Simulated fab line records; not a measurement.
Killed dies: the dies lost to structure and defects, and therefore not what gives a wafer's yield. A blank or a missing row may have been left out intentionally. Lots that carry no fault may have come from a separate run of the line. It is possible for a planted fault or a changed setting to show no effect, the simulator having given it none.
What tool caused it?    flow sky130    12 lots, 35 wafers sampled, at 5 steps of a route of 708

## WHAT THE GAUGES READ, wafer by wafer
SKY_METAL1_OVL_MEAS_16. Usual: for METAL1_OVL the level is 0 nm and the standard deviation is 6.3.
lot   measured      on          METAL1_OVL (nm)  flag
L438  day 34 14:59  overlay-02  1 6 16           
L436  day 34 15:56  overlay-02  1 -15 -14        
L439  day 34 16:17  overlay-02  2 9 -3           
L442  day 35 03:41  overlay-02  3 8 -4           
L445  day 36 13:45  overlay-01  -2 7 -3          
L449  day 37 10:44  overlay-01  -9 2             
L450  day 37 22:35  overlay-01  -4 3 -3          
L453  day 38 23:42  overlay-01  -7 -5 -3         
L455  day 39 07:03  overlay-02  0 1 0            
L454  day 39 08:08  overlay-01  1 2 3            
L456  day 39 13:44  overlay-02  1 -1 6           
L457  day 39 18:18  overlay-01  -14 -5 3         

SKY_VIA1_RS_MEAS_22: uses a four-point probe to measure. Usual: for VIA1_W_RS the level is 0.425 ohm/sq and the standard deviation is 0.006.
lot   measured      on             VIA1_W_RS (ohm/sq)  flag
L438  day 35 19:37  film metro-02  0.424 0.420 0.431   
L436  day 35 20:19  film metro-03  0.427 0.429 0.431   
L439  day 35 20:23  film metro-04  0.428 0.425 0.430   
L442  day 36 07:59  film metro-03  0.427 0.428 0.433   
L445  day 37 18:40  film metro-02  0.431 0.435 0.432   
L449  day 38 15:26  film metro-02  0.430 0.428         
L450  day 39 01:51  film metro-04  0.428 0.425 0.427   
L453  day 40 03:01  film metro-04  0.431 0.418 0.423   
L455  day 40 09:43  film metro-02  0.423 0.432 0.433   
L454  day 40 10:47  film metro-03  0.424 0.425 0.424   
L456  day 40 15:31  film metro-02  0.425 0.430 0.428   
L457  day 40 20:44  film metro-04  0.428 0.426 0.425   

SKY_METAL2_CD_MEAS_15: target cd 140 nm. Usual: cd nm reads 140.4 nm (standard deviation 1.3).
lot   measured      on         cd nm (nm)         flag
L438  day 36 22:26  cd sem-01  139.8 142.5 140.5  
L436  day 36 22:47  cd sem-02  141.0 143.0 141.8  
L439  day 36 23:08  cd sem-01  139.8 139.7 141.2  
L442  day 37 11:34  cd sem-01  139.4 138.9 138.7  
L445  day 38 21:04  cd sem-01  100.6 139.0 139.5  OFF
L449  day 39 15:49  cd sem-01  103.2 104.8        OFF
L450  day 40 02:26  cd sem-02  141.8 142.8 141.9  
L453  day 41 03:20  cd sem-01  142.9 141.4 141.3  
L455  day 41 10:31  cd sem-02  139.7 140.2 138.8  
L454  day 41 11:29  cd sem-01  138.9 140.9 141.0  
L456  day 41 15:26  cd sem-02  138.3 139.1 138.6  
L457  day 41 20:38  cd sem-02  139.9 140.2 139.9  

## WHAT TOOL EACH LOT RAN ON (gives the tool, then ch and the chambers of the sampled wafers, and finally the start)
lot   SKY_CONTACT_ETCH_16                 SKY_METAL2_EXPOSE_12
L438  rie diel-01 ch 0,2,3, day 33 10:46  krf scanner-02 ch 0, day 36 09:01
L436  rie diel-03 ch 1,2,3, day 33 11:29  krf scanner-01 ch 0, day 36 09:51
L439  rie diel-02 ch 1,2,3, day 33 11:41  krf scanner-02 ch 0, day 36 10:06
L442  rie diel-03 ch 2,3, day 33 23:35    krf scanner-01 ch 0, day 36 22:38
L445  rie diel-01 ch 1,2, day 35 10:01    krf scanner-01 ch 0, day 38 07:53
L449  rie diel-03 ch 0,3, day 36 06:23    krf scanner-01 ch 0, day 39 04:04
L450  rie diel-02 ch 1,3, day 36 17:59    krf scanner-02 ch 0, day 39 14:44
L453  rie diel-03 ch 0,1,3, day 37 21:37  krf scanner-02 ch 0, day 40 15:37
L455  rie diel-01 ch 1,2, day 38 04:28    krf scanner-02 ch 0, day 40 23:31
L454  rie diel-02 ch 0,3, day 38 06:29    krf scanner-02 ch 0, day 41 00:36
L456  rie diel-03 ch 0,2,3, day 38 11:19  krf scanner-02 ch 0, day 41 04:08
L457  rie diel-01 ch 0,1, day 38 16:02    krf scanner-02 ch 0, day 41 09:29
- SKY_CONTACT_ETCH_16: etches BARC in N2/H2, stops on SiO2, time 45.9 s, target depth 60 nm.
- SKY_METAL2_EXPOSE_12: exposes mask MM2, target cd 140 nm.

## WHAT THE TOOLS THEMSELVES READ (means of the sampled wafers that have a number; where no wafer has one, the mark that the record gives instead)
SKY_CONTACT_ETCH_16. Usual: drypump motor current A 5.6 A, standard deviation 0.34; oes product au 0.855 a.u., standard deviation 0.0049; throttle valve pct 13.225 %, standard deviation 0.0085.
lot   tool         drypump motor current A (A)  oes product au (a.u.)  throttle valve pct (%)  flag
L438  rie diel-01  6.0                          0.852                  13.234                  
L436  rie diel-03  5.6                          0.855                  13.233                  
L439  rie diel-02  5.4                          0.856                  13.226                  
L442  rie diel-03  5.8                          0.858                  13.230                  
L445  rie diel-01  5.5                          0.859                  13.226                  
L449  rie diel-03  5.9                          0.858                  13.213                  
L450  rie diel-02  5.1                          0.853                  13.229                  
L453  rie diel-03  5.8                          0.851                  13.212                  
L455  rie diel-01  5.5                          0.854                  13.225                  
L454  rie diel-02  5.7                          0.852                  13.221                  
L456  rie diel-03  5.7                          0.856                  13.227                  
L457  rie diel-01  5.7                          0.857                  13.221                  

## THE ANSWER, worked out from the rows above alone
Rule: a lot counts as off when the mean over its wafers that have a number is more than 3 standard deviations away from the usual mean. A lot without any number at a reading at which 4 lots or more have one is off too. Any other lot the step has rows for is counted as sound. First the gauges in route order, then the tools' own readings, where a lot's mean is used as printed above. At the first step where some lot is off, the reading lying furthest off is the one used; lots without a number count as furthest.
Off: L445, L449, at SKY_METAL2_CD_MEAS_15 (cd nm).
A tool fits if, at a process step before that reading, it ran every lot that is off, and no sound lot after the first of them. Those tools and the gauges at SKY_METAL2_CD_MEAS_15 are tried in the same way. One fits: krf scanner-01 at SKY_METAL2_EXPOSE_12. Its last sound lot is L442 (day 36 22:38), its first lot that is off L445 (day 38 07:53): a fault that began between those two fits.

## WHAT HAD BEEN PUT IN BY THE SIMULATOR
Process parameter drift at SKY_METAL2_EXPOSE_12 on krf scanner-01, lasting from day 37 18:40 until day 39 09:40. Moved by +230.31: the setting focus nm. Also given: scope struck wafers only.
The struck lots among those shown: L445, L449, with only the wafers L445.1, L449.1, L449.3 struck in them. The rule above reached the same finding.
